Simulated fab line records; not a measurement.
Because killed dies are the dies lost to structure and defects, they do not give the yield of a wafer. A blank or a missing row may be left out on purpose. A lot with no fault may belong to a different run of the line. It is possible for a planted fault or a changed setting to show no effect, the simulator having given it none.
Which tool did it? || flow sky130 || 35 wafers from 12 lots sampled at 2 of the route's 708 steps

## WHAT THE GAUGES SHOWED, per wafer
SKY_METAL2_CD_MEAS_15: the cd target is 140 nm. Usual: cdNm at 140.4 nm, with a standard deviation of 1.3.
{"lot": "L706", "measured": "day 35 01:08", "on": "cdSem-02", "cdNm (nm)": "141.2 141.5 141.2", "flag": ""}
{"lot": "L708", "measured": "day 35 15:15", "on": "cdSem-01", "cdNm (nm)": "141.1 141.9 140.9", "flag": ""}
{"lot": "L709", "measured": "day 36 03:19", "on": "cdSem-02", "cdNm (nm)": "142.0 141.0 142.3", "flag": ""}
{"lot": "L710", "measured": "day 36 07:12", "on": "cdSem-02", "cdNm (nm)": "140.0 138.9 139.9", "flag": ""}
{"lot": "L713", "measured": "day 37 13:34", "on": "cdSem-01", "cdNm (nm)": "142.6 140.5 139.6", "flag": ""}
{"lot": "L714", "measured": "day 37 18:07", "on": "cdSem-01", "cdNm (nm)": "140.4 140.8 139.0", "flag": ""}
{"lot": "L715", "measured": "day 38 18:30", "on": "cdSem-01", "cdNm (nm)": "137.9 137.6 139.4", "flag": ""}
{"lot": "L716", "measured": "day 38 20:39", "on": "cdSem-01", "cdNm (nm)": "140.4 139.5 139.5", "flag": ""}
{"lot": "L719", "measured": "day 39 16:33", "on": "cdSem-02", "cdNm (nm)": "137.5 138.7", "flag": ""}
{"lot": "L726", "measured": "day 41 21:45", "on": "cdSem-02", "cdNm (nm)": "142.4 140.9 143.0", "flag": ""}
{"lot": "L728", "measured": "day 42 00:58", "on": "cdSem-02", "cdNm (nm)": "139.0 138.5 139.6", "flag": ""}
{"lot": "L727", "measured": "day 42 01:40", "on": "cdSem-02", "cdNm (nm)": "139.9 140.3 138.7", "flag": ""}

SKY_VIA2_THK_MEAS_01. Usual: VIA2_HDPCVD_THK typically reads 1205 nm, with standard deviation 13.
{"lot": "L706", "measured": "day 35 02:13", "on": "filmMetro-03", "VIA2_HDPCVD_THK (nm)": "1186 1204 1206", "flag": ""}
{"lot": "L708", "measured": "day 35 16:19", "on": "filmMetro-02", "VIA2_HDPCVD_THK (nm)": "1213 1195 1204", "flag": ""}
{"lot": "L709", "measured": "day 36 04:30", "on": "filmMetro-03", "VIA2_HDPCVD_THK (nm)": "1205 1213 1189", "flag": ""}
{"lot": "L710", "measured": "day 36 08:16", "on": "filmMetro-02", "VIA2_HDPCVD_THK (nm)": "1195 1206 1196", "flag": ""}
{"lot": "L713", "measured": "day 37 14:38", "on": "filmMetro-03", "VIA2_HDPCVD_THK (nm)": "1194 1206 1213", "flag": ""}
{"lot": "L714", "measured": "day 37 19:10", "on": "filmMetro-01", "VIA2_HDPCVD_THK (nm)": "1183 1213 1198", "flag": ""}
{"lot": "L715", "measured": "day 38 19:34", "on": "filmMetro-03", "VIA2_HDPCVD_THK (nm)": "1199 1181 1182", "flag": ""}
{"lot": "L716", "measured": "day 38 21:43", "on": "filmMetro-02", "VIA2_HDPCVD_THK (nm)": "1191 1185 1213", "flag": ""}
{"lot": "L719", "measured": "day 39 17:38", "on": "filmMetro-02", "VIA2_HDPCVD_THK (nm)": "1198 1188", "flag": ""}
{"lot": "L726", "measured": "day 41 22:50", "on": "filmMetro-02", "VIA2_HDPCVD_THK (nm)": "1211 1201 1222", "flag": ""}
{"lot": "L728", "measured": "day 42 02:00", "on": "filmMetro-01", "VIA2_HDPCVD_THK (nm)": "1235 1231 1219", "flag": ""}
{"lot": "L727", "measured": "day 42 02:42", "on": "filmMetro-01", "VIA2_HDPCVD_THK (nm)": "1210 1209 1202", "flag": ""}

## EACH LOT AND THE TOOL THAT RAN IT (in order: tool; ch and the chambers of the sampled wafers; start)
Before these readings, the record contains no process step.

## AS READ BY THE TOOLS THEMSELVES (means over the sampled wafers that have a number; for cases with no such wafer, the mark the record gives instead)
The record holds no such reading with a usual standard deviation.

## THE ANSWER, worked out from the rows above alone
Rule: take the mean of a lot's wafers that have a number; if it is more than 3 standard deviations from the usual mean, the lot is off. A lot without any number at a reading at which 4 lots or more have one is off too. Any other lot the step has rows for is counted as sound. After the gauges, taken in route order, come the tools' own readings; for these a lot's mean is taken, as printed above. The first step at which some lot is off is used, and at that step the reading that is off furthest; a lot without a number counts as furthest.
Across all readings shown, no lot is off: no conclusion can be drawn from this.

## WHAT THE SIMULATOR HAD INSERTED
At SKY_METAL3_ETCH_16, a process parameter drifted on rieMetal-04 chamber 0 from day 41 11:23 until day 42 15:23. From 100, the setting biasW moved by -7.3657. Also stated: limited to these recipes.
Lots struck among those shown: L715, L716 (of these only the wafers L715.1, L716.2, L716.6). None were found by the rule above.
